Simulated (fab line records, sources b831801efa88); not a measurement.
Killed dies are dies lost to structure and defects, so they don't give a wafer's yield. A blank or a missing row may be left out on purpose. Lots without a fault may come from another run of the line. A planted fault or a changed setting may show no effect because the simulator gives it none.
fab line records | flow gf180mcu | part 1 of 2: steps 1 to 28 of 38
record lots=5 wafers=15 last_day=34
route steps=602 shown SAB@273 SALICIDE@278 CONTACT@287
lots that met no fault: from a run of the same line without faults
start_h: hours from the record's first day to the start of the lot's first wafer shown | wait_h: hours since the lot's step before | " the same as in the row above | L1.1+2: a row that stands for several wafers | - no value, or no start given | * or withheld: withheld | < > ~ a bound
route shown NAME@n: a module of which the file shows steps, and the number in the route of the first | usual: mean/standard deviation of fault-free wafers | same: alike in all rows | chamber/n: place in a boat | sites: the reading at each site | _std_site: their standard deviation | _edge_site: outer sites' mean less inner sites' | radius_mm: how far each site lies from the wafer's centre | mask NAME#n: copy n | behind: the tool/chamber that last shaped the wafer | hold: why the lot was held/for how many hours/how that ended | device: the transistor (n, p or np) that didn't switch | end of line: the same wafers' tests at the end of the route | a step without rows: its recipe alone | killed: dies lost to structure and defects at the first sort, not the wafer's yield | map: a wafer's dies, x killed, . not, _ none there
set.NAME: the setting as run; set.NAME@STEP: as run at that earlier step | model.NAME: the simulator's own value behind a step, which no gauge read
lots at some steps of the route; a table a step, a row a wafer
services: from which hour (start_h, from the record's first day; less than 0 if before it) a tool's chamber was out of use, for how many hours, and why
## steps
# step GF_SAB_CD_MEAS_09
# recipe target_cd_nm=420
# usual cd_nm=419.7/1.9
# columns lot.wafer tool chamber start_h wait_h cd_nm
L083.1 cd_sem-02 - 430.80 0.1 420.2
L083.3 " - " " 422.1
L083.4 " - " " 419.1
L087.2 cd_sem-02 - 455.45 0.1 416.0
L087.3 " - " " 419.3
L087.6 " - " " 416.8
L089.1 cd_sem-02 - 465.70 0.1 420.8
L089.4 " - " " 420.7
L089.6 " - " " 419.9
L092.1 cd_sem-01 - 490.74 0.1 418.6
L092.2 " - " " 416.9
L092.5 " - " " 420.0
L096.1 cd_sem-02 - 527.65 0.1 420.8
L096.2 " - " " 420.1
L096.6 " - " " 420.7
# step GF_SAB_OVL_MEAS_10
# usual SAB_OVL=-0.4/1.3
# columns lot.wafer tool chamber start_h wait_h SAB_OVL[nm]
L083.1 overlay-01 - 430.92 0.1 -1.6
L083.3 " - " " -0.8
L083.4 " - " " -1.1
L087.2 overlay-02 - 455.55 0.1 -2.0
L087.3 " - " " -2.4
L087.6 " - " " -2.6
L089.1 overlay-01 - 465.82 0.1 0.4
L089.4 " - " " 0.8
L089.6 " - " " 0.6
L092.1 overlay-01 - 490.86 0.1 0.3
L092.2 " - " " 0.5
L092.5 " - " " 1.2
L096.1 overlay-02 - 527.77 0.1 -0.8
L096.2 " - " " -2.2
L096.6 " - " " -0.3
# step GF_SAB_ETCH_11
# recipe chemistry=C4F8/O2/Ar mask_material=NOVOLAK target=SiO2 target_depth_nm=55 source_w=1500 bias_w=1200 pressure_mtorr=40 c4f8_flow_sccm=withheld O2_flow_sccm=6 Ar_flow_sccm=300 time_s=8.5
# usual oes_product_au=0.998/0.0076
# columns lot.wafer tool chamber start_h wait_h oes_product_au rf_hours_counter_h
L083.1 rie_diel-04 0 430.96 0.0 1.008 106
L083.3 " 1 " " 0.995 1
L083.4 " 2 " " 0.998 5
L087.2 rie_diel-03 1 455.58 0.0 0.999 63
L087.3 " 0 " " 0.993 97
L087.6 " 3 " " 1.008 -
L089.1 rie_diel-04 3 465.86 0.0 0.991 74
L089.4 " 0 " " 0.985 0
L089.6 " 3 " " 0.994 -
L092.1 rie_diel-01 0 490.90 0.0 0.998 64
L092.2 " 3 " " 0.997 38
L092.5 " 2 " " 1.007 -
L096.1 rie_diel-03 1 527.81 0.0 0.998 65
L096.2 " 3 " " 1.003 64
L096.6 " 1 " " 1.006 -
# step GF_SAB_WET_ETCH_12
# recipe chemistry=dHF target_depth_nm=22 dry=n2_spin target=SiO2 temp_c=25 dilution=100:1 time_s=440
# columns lot.wafer tool chamber start_h wait_h
L083.1+3+4 wet_bench-04 3 430.98 0.0
L087.2+3+6 wet_bench-01 2 455.61 0.0
L089.1+4+6 wet_bench-04 2 465.88 0.0
L092.1+2+5 wet_bench-02 0 490.92 0.0
L096.1+2+6 wet_bench-04 1 527.83 0.0
# step GF_SAB_STRIP_13
# recipe chemistry=O2/N2 power_w=1400 pressure_mtorr=1500 platen_temp_c=250 o2_flow_sccm=3000 n2_flow_sccm=300 overash_fraction=0.5
# usual drypump_motor_current_A=5.96/0.24 heater_power_w=335/49 oes_product_au=0.710/0.0045 strip_time_to_endpoint_s=12.61/0.033
# columns lot.wafer tool chamber start_h wait_h drypump_motor_current_A heater_power_w oes_product_au rf_hours_counter_h strip_time_to_endpoint_s
L083.1 plasma_asher-01 0 431.12 0.0 5.70 301 0.706 62 12.61
L083.3 " 1 " " 5.97 346 0.708 - 12.59
L083.4 " 0 " " 5.71 298 0.703 - 12.56
L087.2 plasma_asher-01 0 455.74 0.0 5.69 313 0.713 65 12.55
L087.3 " 0 " " 5.68 303 0.707 - 12.60
L087.6 " 0 " " 5.70 305 0.710 - 12.60
L089.1 plasma_asher-04 1 466.01 0.0 6.25 282 0.711 2 12.59
L089.4 " 0 " " 5.55 350 0.703 - 12.59
L089.6 " 0 " " 5.57 347 0.709 - 12.58
L092.1 plasma_asher-02 0 491.06 0.0 5.93 403 0.720 42 12.58
L092.2 " 1 " " 6.18 285 0.711 42 12.58
L092.5 " 1 " " 6.19 296 0.717 - 12.56
L096.1 plasma_asher-02 1 527.96 0.0 6.19 289 0.709 46 12.64
L096.2 " 0 " " 5.97 405 0.710 46 12.63
L096.6 " 1 " " 6.20 289 0.714 - 12.62
# step GF_SALICIDE_CLEAN_00
# recipe chemistry=SC1/SC2 mix=1:4:20 temp_c=70 time_s=150
# usual bath_guard_temp_C=70.0/0.36
# columns lot.wafer tool chamber start_h wait_h bath_guard_temp_C
L083.1 wet_bench-03 0 431.22 0.1 70.0
L083.3 " 0 " " 69.7
L083.4 " 0 " " 70.0
L087.2 wet_bench-03 1 455.84 0.1 69.9
L087.3 " 1 " " 70.0
L087.6 " 1 " " 70.1
L089.1 wet_bench-03 0 466.11 0.1 69.7
L089.4 " 0 " " 69.7
L089.6 " 0 " " 69.7
L092.1 wet_bench-01 3 491.16 0.1 70.3
L092.2 " 3 " " 70.0
L092.5 " 3 " " 70.3
L096.1 wet_bench-01 1 528.06 0.1 70.0
L096.2 " 1 " " 69.3
L096.6 " 1 " " 69.6
# step GF_SALICIDE_WET_ETCH_01
# recipe chemistry=dHF target_depth_nm=5 dry=ipa_marangoni target=SiO2 temp_c=25 dilution=100:1 time_s=100
# columns lot.wafer tool chamber start_h wait_h
L083.1+3+4 wet_bench-01 3 431.28 0.0
L087.2+3+6 wet_bench-01 1 455.94 0.0
L089.1+4+6 wet_bench-01 2 466.16 0.0
L092.1+2+5 wet_bench-02 3 491.22 0.0
L096.1+2+6 wet_bench-02 0 528.12 0.0
# step GF_SALICIDE_SPUTTER_02
# recipe material=Co target_thk_nm=10 power_w=1000 time_s=20 chamber_pressure_pa=0.4
# usual throttle_valve_pct=29.4/1.1
# columns lot.wafer tool chamber start_h wait_h throttle_valve_pct
L083.1 pvd_sputter-02 - 431.31 0.0 28.4
L083.3 " - " " 28.9
L083.4 " - " " 28.5
L087.2 pvd_sputter-03 - 455.97 0.0 28.2
L087.3 " - " " 30.1
L087.6 " - " " 29.0
L089.1 pvd_sputter-02 - 466.20 0.0 31.3
L089.4 " - " " 28.5
L089.6 " - " " 28.6
L092.1 pvd_sputter-01 - 491.26 0.0 28.8
L092.2 " - " " 29.6
L092.5 " - " " 30.2
L096.1 pvd_sputter-02 - 528.16 0.0 29.4
L096.2 " - " " 28.4
L096.6 " - " " 29.4
# step GF_SALICIDE_SPUTTER_03
# recipe material=TiN target_thk_nm=20 power_w=6500 time_s=16.7 chamber_pressure_pa=0.4
# usual throttle_valve_pct=29.4/1.1
# columns lot.wafer tool chamber start_h wait_h throttle_valve_pct
L083.1 pvd_sputter-02 - 431.34 0.0 28.2
L083.3 " - " " 29.4
L083.4 " - " " 28.4
L087.2 pvd_sputter-03 - 456.00 0.0 28.2
L087.3 " - " " 30.1
L087.6 " - " " 29.0
L089.1 pvd_sputter-02 - 466.23 0.0 31.1
L089.4 " - " " 28.5
L089.6 " - " " 28.5
L092.1 pvd_sputter-01 - 491.28 0.0 28.8
L092.2 " - " " 29.3
L092.5 " - " " 30.6
L096.1 pvd_sputter-02 - 528.19 0.0 29.3
L096.2 " - " " 28.3
L096.6 " - " " 29.5
# step GF_SALICIDE_RS_MEAS_04
# recipe thk_meas_gauge=four-point-probe reads=TiN_of_SALICIDE_SPUTTER_03+Co_of_SALICIDE_SPUTTER_02
# usual SALICIDE_TIN_RS=16.2/0.31
# columns lot.wafer tool chamber start_h wait_h SALICIDE_TIN_RS[ohm/sq]
L083.1 film_metro-01 - 431.37 0.0 16.0
L083.3 " - " " 16.1
L083.4 " - " " 15.9
L087.2 film_metro-01 - 456.05 0.0 15.9
L087.3 " - " " 15.9
L087.6 " - " " 15.9
L089.1 film_metro-02 - 466.26 0.0 16.2
L089.4 " - " " 16.0
L089.6 " - " " 15.9
L092.1 film_metro-02 - 491.31 0.0 16.2
L092.2 " - " " 16.9
L092.5 " - " " 16.6
L096.1 film_metro-04 - 528.21 0.0 16.0
L096.2 " - " " 15.8
L096.6 " - " " 15.8
# step GF_SALICIDE_THK_MEAS_05
# recipe thk_meas_gauge=xrf reads=TiN_of_SALICIDE_SPUTTER_03
# usual SALICIDE_TIN_THK=20.2/0.3
# columns lot.wafer tool chamber start_h wait_h SALICIDE_TIN_THK[nm]
L083.1 film_metro-01 - 431.49 0.1 20.7
L083.3 " - " " 20.1
L083.4 " - " " 20.6
L087.2 film_metro-01 - 456.16 0.1 19.9
L087.3 " - " " 19.9
L087.6 " - " " 20.3
L089.1 film_metro-02 - 466.38 0.1 20.3
L089.4 " - " " 20.7
L089.6 " - " " 20.5
L092.1 film_metro-02 - 491.43 0.1 19.9
L092.2 " - " " 19.8
L092.5 " - " " 19.8
L096.1 film_metro-04 - 528.33 0.1 20.0
L096.2 " - " " 20.3
L096.6 " - " " 19.9
# step GF_SALICIDE_RTA_06
# recipe temp_c=530 time_s=30 ambient=N2
# usual chamber_o2_ppm=1.997/0.02 lamp_power_pct=6.18/0.14 wafer_temp_C_max=531.9/0.64
# columns lot.wafer tool chamber start_h wait_h chamber_o2_ppm lamp_power_pct wafer_temp_C_max
L083.1 rtp_anneal-01 0 431.55 0.1 1.995 6.06 532.0
L083.3 " 0 " " 1.985 6.07 532.4
L083.4 " 0 " " 2.049 6.07 532.6
L087.2 rtp_anneal-01 0 456.22 0.1 1.988 6.07 531.4
L087.3 " 0 " " 2.015 6.09 531.4
L087.6 " 0 " " 1.988 6.07 531.2
L089.1 rtp_anneal-01 0 466.44 0.1 2.026 6.07 531.7
L089.4 " 0 " " 2.024 6.07 531.9
L089.6 " 0 " " 1.991 6.07 531.7
L092.1 rtp_anneal-01 0 491.49 0.1 1.997 6.08 531.9
L092.2 " 0 " " 1.988 6.07 531.1
L092.5 " 0 " " 2.007 6.07 530.8
L096.1 rtp_anneal-01 0 528.39 0.1 2.005 6.08 531.2
L096.2 " 0 " " 1.971 6.07 531.3
L096.6 " 0 " " 2.008 6.08 531.6
# step GF_SALICIDE_WET_ETCH_07
# recipe chemistry=SPM target_depth_nm=120 dry=n2_spin
# columns lot.wafer tool chamber start_h wait_h
L083.1+3+4 wet_bench-02 3 431.65 0.1
L087.2+3+6 wet_bench-02 0 456.31 0.1
L089.1+4+6 wet_bench-03 2 466.54 0.1
L092.1+2+5 wet_bench-03 2 491.59 0.1
L096.1+2+6 wet_bench-02 0 528.49 0.1
# step GF_SALICIDE_RTA_08
# recipe temp_c=800 time_s=30 ambient=N2
# usual chamber_o2_ppm=1.998/0.022 lamp_power_pct=17.4/0.39 wafer_temp_C_max=803.3/0.89
# columns lot.wafer tool chamber start_h wait_h chamber_o2_ppm lamp_power_pct wafer_temp_C_max
L083.1 rtp_anneal-02 0 431.74 0.0 2.004 17.7 804.6
L083.3 " 0 " " 1.967 17.7 804.0
L083.4 " 0 " " 1.975 17.7 804.4
L087.2 rtp_anneal-02 0 456.41 0.0 1.999 17.6 803.2
L087.3 " 0 " " 2.006 17.6 803.3
L087.6 " 0 " " 1.969 17.6 802.6
L089.1 rtp_anneal-01 0 466.63 0.0 2.006 16.9 802.2
L089.4 " 0 " " 2.021 16.8 803.0
L089.6 " 0 " " 2.013 16.9 802.4
L092.1 rtp_anneal-02 0 491.79 0.0 1.939 17.6 804.3
L092.2 " 0 " " 1.956 17.7 803.8
L092.5 " 0 " " 1.977 17.6 804.4
L096.1 rtp_anneal-02 0 528.59 0.0 2.037 17.7 804.0
L096.2 " 0 " " 2.002 17.7 804.4
L096.6 " 0 " " 2.001 17.6 803.9
# step GF_CONTACT_CVD_00
# recipe material=SiO2 target_thk_nm=300 sigma_open_frac=0.3 temp_c=400 time_s=50 sih4_flow_sccm=60 pressure_mtorr=6
# usual susceptor_temp_C=400.00/0.21
# columns lot.wafer tool chamber start_h wait_h susceptor_temp_C
L083.1 hdpcvd-01 1 431.94 0.2 399.94
L083.3 " 2 " " 399.61
L083.4 " 1 " " 400.20
L087.2 hdpcvd-02 0 456.50 0.1 400.51
L087.3 " 2 " " 399.91
L087.6 " 0 " " 400.04
L089.1 hdpcvd-01 2 466.73 0.1 400.06
L089.4 " 1 " " 399.91
L089.6 " 0 " " 400.43
L092.1 hdpcvd-01 1 491.89 0.1 399.94
L092.2 " 2 " " 399.79
L092.5 " 2 " " 399.72
L096.1 hdpcvd-01 2 528.69 0.1 400.23
L096.2 " 0 " " 400.06
L096.6 " 2 " " 400.31
# step GF_CONTACT_THK_MEAS_01
# recipe reads=SiO2_of_CONTACT_CVD_00
# usual CONTACT_CVD_00_THK=299/3.4
# columns lot.wafer tool chamber start_h wait_h CONTACT_CVD_00_THK[nm]
L083.1 film_metro-01 - 431.98 0.0 301
L083.3 " - " " 299
L083.4 " - " " 297
L087.2 film_metro-04 - 456.55 0.0 299
L087.3 " - " " 307
L087.6 " - " " 303
L089.1 film_metro-03 - 466.77 0.0 301
L089.4 " - " " 306
L089.6 " - " " 300
L092.1 film_metro-01 - 491.93 0.0 298
L092.2 " - " " 300
L092.5 " - " " 299
L096.1 film_metro-03 - 528.74 0.0 295
L096.2 " - " " 297
L096.6 " - " " 299
# step GF_CONTACT_CVD_02
# recipe material=SiO2 target_thk_nm=860 precursor=TEOS temp_c=400 time_s=95.992 rf_w=600
# usual heater_power_w=620/77 susceptor_temp_C=399.97/0.24
# columns lot.wafer tool chamber start_h wait_h heater_power_w susceptor_temp_C
L083.1 pecvd-01 2 432.04 0.1 689 400.45
L083.3 " 0 " " 646 400.20
L083.4 " 1 " " 588 400.00
L087.2 pecvd-03 0 456.60 0.0 573 399.77
L087.3 " 1 " " 531 399.50
L087.6 " 2 " " 552 400.07
L089.1 pecvd-04 0 466.83 0.1 609 399.84
L089.4 " 1 " " 758 400.43
L089.6 " 0 " " 472 399.56
L092.1 pecvd-01 2 491.99 0.1 758 399.71
L092.2 " 1 " " 599 400.01
L092.5 " 2 " " 634 399.96
L096.1 pecvd-03 1 528.80 0.1 555 399.58
L096.2 " 0 " " 673 399.93
L096.6 " 2 " " 681 399.95
# step GF_CONTACT_THK_MEAS_03
# recipe reads=SiO2_of_CONTACT_CVD_02
# usual CONTACT_CVD_02_THK=863/11
# columns lot.wafer tool chamber start_h wait_h CONTACT_CVD_02_THK[nm]
L083.1 film_metro-03 - 432.11 0.0 855
L083.3 " - " " 865
L083.4 " - " " 875
L087.2 film_metro-01 - 456.68 0.0 854
L087.3 " - " " 858
L087.6 " - " " 866
L089.1 film_metro-03 - 466.90 0.0 853
L089.4 " - " " 876
L089.6 " - " " 867
L092.1 film_metro-04 - 492.10 0.1 833
L092.2 " - " " 839
L092.5 " - " " 856
L096.1 film_metro-04 - 528.87 0.0 859
L096.2 " - " " 857
L096.6 " - " " 866
# step GF_CONTACT_CMP_04
# recipe material=SiO2 down_force_psi=4 platen_rpm=60 pad_velocity_m_s=0.94248
# usual motor_current_A=12.1/1.1 slurry_filter_dp_kPa=13.48/0.13 time_to_endpoint_s=111/6.3
# columns lot.wafer tool chamber start_h wait_h motor_current_A slurry_filter_dp_kPa time_to_endpoint_s
L083.1 cmp-02 0 432.17 0.1 13.2 13.55 114
L083.4 " 2 " " 12.5 13.43 112
L083.3 " 3 " " 12.4 13.39 115
L087.2 cmp-01 0 456.73 0.0 10.2 13.28 104
L087.3 " 3 " " 11.3 13.68 103
L087.6 " 1 " " 13.1 13.45 109
L089.4 cmp-02 2 467.01 0.1 13.2 13.65 110
L089.1 " 3 " " 12.0 13.58 107
L089.6 " 2 " " 13.2 13.41 111
L092.2 cmp-02 1 492.16 0.0 11.1 13.60 99
L092.1 " 0 " " 13.2 13.47 102
L092.5 " 2 " " 12.8 13.60 100
L096.2 cmp-02 1 528.93 0.0 11.5 13.63 110
L096.1 " 3 " " 12.0 13.28 112
L096.6 " 1 " " 11.1 13.45 112
# step GF_CONTACT_BOW_MEAS_05
# recipe mode=bow
# usual CONTACT_BOW=66/6.5
# columns lot.wafer tool chamber start_h wait_h CONTACT_BOW[um]
L083.1 film_metro-01 - 432.47 0.2 66
L083.3 " - " " 68
L083.4 " - " " 65
L087.2 film_metro-03 - 457.05 0.3 74
L087.3 " - " " 61
L087.6 " - " " 57
L089.1 film_metro-01 - 467.26 0.1 71
L089.4 " - " " 65
L089.6 " - " " 68
L092.1 film_metro-04 - 492.46 0.1 61
L092.2 " - " " 56
L092.5 " - " " 64
L096.1 film_metro-04 - 529.23 0.1 69
L096.2 " - " " 60
L096.6 " - " " 71
# step GF_CONTACT_DEHYDRATE_06
# recipe temp_c=200 time_s=60
# columns lot.wafer tool chamber start_h wait_h
L083.1+3+4 litho_track-01 0 444.29 11.8
L087.2+3+6 litho_track-03 0 468.55 11.5
L089.1+4+6 litho_track-03 0 479.02 11.7
L092.1+2+5 litho_track-01 0 503.44 11.0
L096.1+2+6 litho_track-03 0 540.17 10.9
# step GF_CONTACT_HMDS_07
# recipe prime_time_s=60 prime_temp_c=120
# columns lot.wafer tool chamber start_h wait_h
L083.1+3+4 litho_track-01 0 444.44 0.1
L087.2+3+6 litho_track-03 0 468.70 0.1
L089.1+4+6 litho_track-03 0 479.17 0.1
L092.1+2+5 litho_track-01 0 503.59 0.1
L096.1+2+6 litho_track-03 0 540.32 0.1
# step GF_CONTACT_COAT_08
# recipe resist=BARC temp_c=withheld time_s=withheld spin_rpm=withheld resist_thk_nm=withheld
# usual dispense_pressure_kPa=55/3.3
# columns lot.wafer tool chamber start_h wait_h dispense_pressure_kPa
L083.1 litho_track-01 0 444.59 0.1 59
L083.3 " 0 " " 59
L083.4 " 0 " " 59
L087.2 litho_track-03 0 468.85 0.1 51
L087.3 " 0 " " 51
L087.6 " 0 " " 51
L089.1 litho_track-03 0 479.32 0.1 51
L089.4 " 0 " " 51
L089.6 " 0 " " 51
L092.1 litho_track-01 0 503.74 0.1 59
L092.2 " 0 " " 59
L092.5 " 0 " " 59
L096.1 litho_track-03 0 540.47 0.1 51
L096.2 " 0 " " 52
L096.6 " 0 " " 51
# step GF_CONTACT_COAT_09
# recipe resist=KrF spin_rpm=withheld resist_thk_nm=1000
# usual dispense_pressure_kPa=55/3.4
# columns lot.wafer tool chamber start_h wait_h dispense_pressure_kPa
L083.1 litho_track-01 0 - - 59
L083.3 " 0 " " 59
L083.4 " 0 " " 59
L087.2 litho_track-03 0 - - 51
L087.3 " 0 " " 51
L087.6 " 0 " " 51
L089.1 litho_track-03 0 - - 51
L089.4 " 0 " " 51
L089.6 " 0 " " 51
L092.1 litho_track-01 0 - - 59
L092.2 " 0 " " 59
L092.5 " 0 " " 59
L096.1 litho_track-03 0 - - 51
L096.2 " 0 " " 51
L096.6 " 0 " " 51
# step GF_CONTACT_SOFTBAKE_10
# recipe temp_c=130 time_s=60 resist=KrF
# columns lot.wafer tool chamber start_h wait_h
L083.1+3+4 litho_track-01 0 - -
L087.2+3+6 litho_track-03 0 - -
L089.1+4+6 litho_track-03 0 - -
L092.1+2+5 litho_track-01 0 - -
L096.1+2+6 litho_track-03 0 - -
# step GF_CONTACT_EXPOSE_11
# recipe mask_id=Contact target_cd_nm=220 na=0.68 source_shape=conventional sigma_outer=0.6 dose_mj=38
# usual stage_vel_mm_s=500.01/0.26
# columns lot.wafer tool chamber start_h wait_h mask stage_vel_mm_s
L083.1 krf_scanner-01 0 - - Contact#0 499.82
L083.3 " 0 " " Contact#0 499.86
L083.4 " 0 " " Contact#0 499.73
L087.2 krf_scanner-02 0 - - Contact#0 499.74
L087.3 " 0 " " Contact#0 499.68
L087.6 " 0 " " Contact#0 499.92
L089.1 krf_scanner-01 0 - - Contact#0 499.96
L089.4 " 0 " " Contact#0 500.26
L089.6 " 0 " " Contact#0 500.08
L092.1 krf_scanner-02 0 - - Contact#0 499.56
L092.2 " 0 " " Contact#0 499.73
L092.5 " 0 " " Contact#0 499.39
L096.1 krf_scanner-02 0 - - Contact#0 500.18
L096.2 " 0 " " Contact#0 500.34
L096.6 " 0 " " Contact#0 500.43
# step GF_CONTACT_PEB_12
# recipe peb_temp_c=135 peb_time_s=90 resist=KrF
# columns lot.wafer tool chamber start_h wait_h
L083.1+3+4 litho_track-01 0 - -
L087.2+3+6 litho_track-03 0 - -
L089.1+4+6 litho_track-04 0 - -
L092.1+2+5 litho_track-03 0 - -
L096.1+2+6 litho_track-03 0 - -
# step GF_CONTACT_DEVELOP_13
# recipe develop_time_s=60 resist=KrF dev_temp_c=21
# columns lot.wafer tool chamber start_h wait_h
L083.1+3+4 litho_track-01 0 456.94 0.2
L087.2+3+6 litho_track-03 0 481.25 0.2
L089.1+4+6 litho_track-04 0 491.48 0.2
L092.1+2+5 litho_track-03 0 515.22 0.2
L096.1+2+6 litho_track-03 0 551.37 0.2
